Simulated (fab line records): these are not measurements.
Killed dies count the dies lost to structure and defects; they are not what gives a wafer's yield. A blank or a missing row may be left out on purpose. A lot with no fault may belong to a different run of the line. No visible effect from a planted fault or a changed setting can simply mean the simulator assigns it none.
Which of the tools did it? :: flow gf180mcu :: 6 lots with 18 wafers sampled at 2 steps, on a route of 602 steps

WHAT THE GAUGES SHOWED, per wafer
GF_VT_IMPLANT_RS_MEAS_47: uses a four-point probe to measure.
lot: L470
measured: day 7 20:14
on: film-metro-03
NWELL_RS (ohm/sq): 489.7 488.9 489.2

lot: L473
measured: day 8 18:21
on: film-metro-02
NWELL_RS (ohm/sq): 487.5 488.3 487.4

lot: L477
measured: day 9 17:49
on: film-metro-04
NWELL_RS (ohm/sq): 488.3 486.9 488.0

lot: L479
measured: day 10 10:35
on: film-metro-02
NWELL_RS (ohm/sq): 488.8 487.6 487.4

lot: L484
measured: day 11 17:50
on: film-metro-03
NWELL_RS (ohm/sq): 489.4 488.5 490.2

lot: L487
measured: day 12 13:10
on: film-metro-04
NWELL_RS (ohm/sq): 492.9 492.5 492.9

WHAT TOOL EACH LOT RAN ON (gives the tool, then ch and the chambers of the sampled wafers, and finally the start)
lot: L470
GF_NWELL_IMPLANT_08: implanter-01 ch 0, day 3 11:37

lot: L473
GF_NWELL_IMPLANT_08: implanter-04 ch 0, day 4 05:19

lot: L477
GF_NWELL_IMPLANT_08: implanter-03 ch 0, day 5 01:23

lot: L479
GF_NWELL_IMPLANT_08: implanter-03 ch 0, day 5 14:26

lot: L484
GF_NWELL_IMPLANT_08: implanter-01 ch 0, day 6 17:46

lot: L487
GF_NWELL_IMPLANT_08: implanter-03 ch 0, day 7 09:10
- GF_NWELL_IMPLANT_08

THE ANSWER, worked out from the rows above alone
Rule: the lots themselves supply what counts as usual. The widest of any qualifying gaps counts: lots, ordered by their means at a reading, are off when they make up no more than a third of the lots, leave a main group of 4 or more, and stand apart from it by 3 or more times the standard deviation of that group's means. A main group is skipped when, at the precision printed for the reading in the tables above, its means are all equal. A lot without any number at a reading at which 4 lots or more have one is off too. The other lots that the step has rows for count as sound.
Off: L487, seen at GF_VT_IMPLANT_RS_MEAS_47 (NWELL_RS). The main group has a mean of 488.4 ohm/sq with a standard deviation of 0.75.
A tool fits if, at a process step before that reading, it ran every lot that is off, and no sound lot after the first of them. Those tools and the gauges at GF_VT_IMPLANT_RS_MEAS_47 are tried in the same way. Undecided on this evidence; 2 tools fit (implanter-03 at GF_NWELL_IMPLANT_08, film-metro-04 at GF_VT_IMPLANT_RS_MEAS_47).

WHAT THE SIMULATOR HAD PUT IN
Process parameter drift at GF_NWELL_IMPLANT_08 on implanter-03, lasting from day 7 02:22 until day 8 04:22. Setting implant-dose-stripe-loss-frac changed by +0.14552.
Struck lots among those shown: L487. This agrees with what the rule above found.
